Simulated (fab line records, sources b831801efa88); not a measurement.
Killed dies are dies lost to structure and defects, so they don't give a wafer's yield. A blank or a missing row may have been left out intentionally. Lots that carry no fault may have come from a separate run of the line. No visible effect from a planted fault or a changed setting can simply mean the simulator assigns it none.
A struck lot beside a sound one || flow sky130 || 15 out of 708 route steps
Sound: these wafers, L695.1, L695.4, L695.6. Struck: wafer L704.4 (L704.1, L704.2, from the same lot, were not struck and are left out); the cause is given at the end.
Per side, at each step with rows, come the tool, then ch with its chambers, and then its first start. Under that, the readings that differ: sound wafers || struck wafers || difference of the means || sigmas: that difference in standard deviations of wafers without a fault.
alike: readings whose means differ by less than 2 such deviations, and words and numbers that are the same on both sides. not compared: withheld readings, readings that some wafer has no value for, bounds like >300 that may hide the same value, and numbers for which the record gives no deviation and whose values overlap.
Wherever a step has rows on one side only, a row that says differs or no value, or a row with sigmas, the two part there. Non-overlapping numbers with no deviation appear without sigmas and do not part them. Lack of a reading on every wafer of one side parts them only where that side has two or more wafers.

first, 4 steps without rows for these wafers: SKY_LI_CONTACT_SOFTBAKE_08 (time 90 s); SKY_LI_CONTACT_EXPOSE_09 (exposes mask LICM1, target cd 170 nm); SKY_LI_CONTACT_PEB_10; SKY_LI_CONTACT_DEVELOP_11 (develop time 60 s).
SKY_LI_CONTACT_CD_MEAS_12: the cd target is 170 nm.
  sound on cdSem-01, day 31 02:27; struck on cdSem-01, day 34 02:33
  alike: cdNm
SKY_LI_CONTACT_OVL_MEAS_13:
  sound on overlay-01, day 31 02:34; struck on overlay-01, day 34 02:40
  alike: LI_CONTACT_OVL
SKY_LI_CONTACT_ETCH_14: etches BARC in N2/H2, stops on SiO2, time 45.9 s, target depth 60 nm.
  sound on rieDiel-01 ch 0,1, day 31 02:36; struck on rieDiel-03 ch 1, day 34 02:42
  alike: drypumpMotorCurrentA, oesProductAu, throttleValvePct
  not compared: rfHoursCounterH
SKY_LI_CONTACT_ETCH_15: etches PSG in C4F8/O2/Ar, stops on Si, target depth 600 nm.
  sound on rieDiel-01 ch 0,1, day 31 02:38; struck on rieDiel-03 ch 1, day 34 02:44
  alike: oesProductAu
SKY_LI_CONTACT_STRIP_16: strips in O2/N2.
  sound on plasmaAsher-03 ch 0, day 31 02:44; struck on plasmaAsher-03 ch 0, day 34 02:50
  alike: drypumpMotorCurrentA, oesProductAu, stripTimeToEndpointS
  not compared: rfHoursCounterH
then, 2 steps without rows for these wafers: SKY_LI_CONTACT_CLEAN_17 (cleans in NMP, time 600 s); SKY_LI_CONTACT_PRE_CLEAN_18 (time 5.6 s).
SKY_LI_CONTACT_SPUTTER_19: material Ti, target thk 20 nm, time 106.37 s.
  sound on pvdSputter-03, day 31 03:02; struck on pvdSputter-03, day 34 03:08
  alike: chamberPressurePa, throttleValvePct
SKY_LI_CONTACT_SPUTTER_20: material TiN, target thk 20 nm, time 80 s.
  sound on pvdSputter-03, day 31 03:07; struck on pvdSputter-03, day 34 03:13
{"reading": "chamberPressurePa (Pa)", "sound": "4.991 5.003 4.990", "struck": 5.180, "difference": "+0.185", "sigmas": "+19"}
{"reading": "model.TiN_of_LI_CONTACT_SPUTTER_20.thkNm (nm)", "sound": "19.81 19.77 19.84", "struck": 18.96, "difference": -0.85, "sigmas": ""}
  alike: throttleValvePct
SKY_LI_CONTACT_CVD_21: deposits W, target thk 400 nm, time 120.56 s.
  sound on cvdW-01 ch 0,1, day 31 03:11; struck on cvdW-01 ch 1, day 34 03:17
  alike: chamberPressureTorr, heaterPowerW, susceptorTempC
after that, 1 step had no rows for these wafers: SKY_PAD_OPEN_PROBE_99.

WHERE THEY PART
Within this record, at SKY_LI_CONTACT_SPUTTER_20 only. Later steps at which nothing parts them and some readings are alike: SKY_LI_CONTACT_CVD_21.

WHY: whatever the simulator had introduced
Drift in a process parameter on pvdSputter-03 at SKY_LI_CONTACT_SPUTTER_20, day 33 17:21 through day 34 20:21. Setting chamberPressurePa shifted by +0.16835 from 5. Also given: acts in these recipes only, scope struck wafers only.
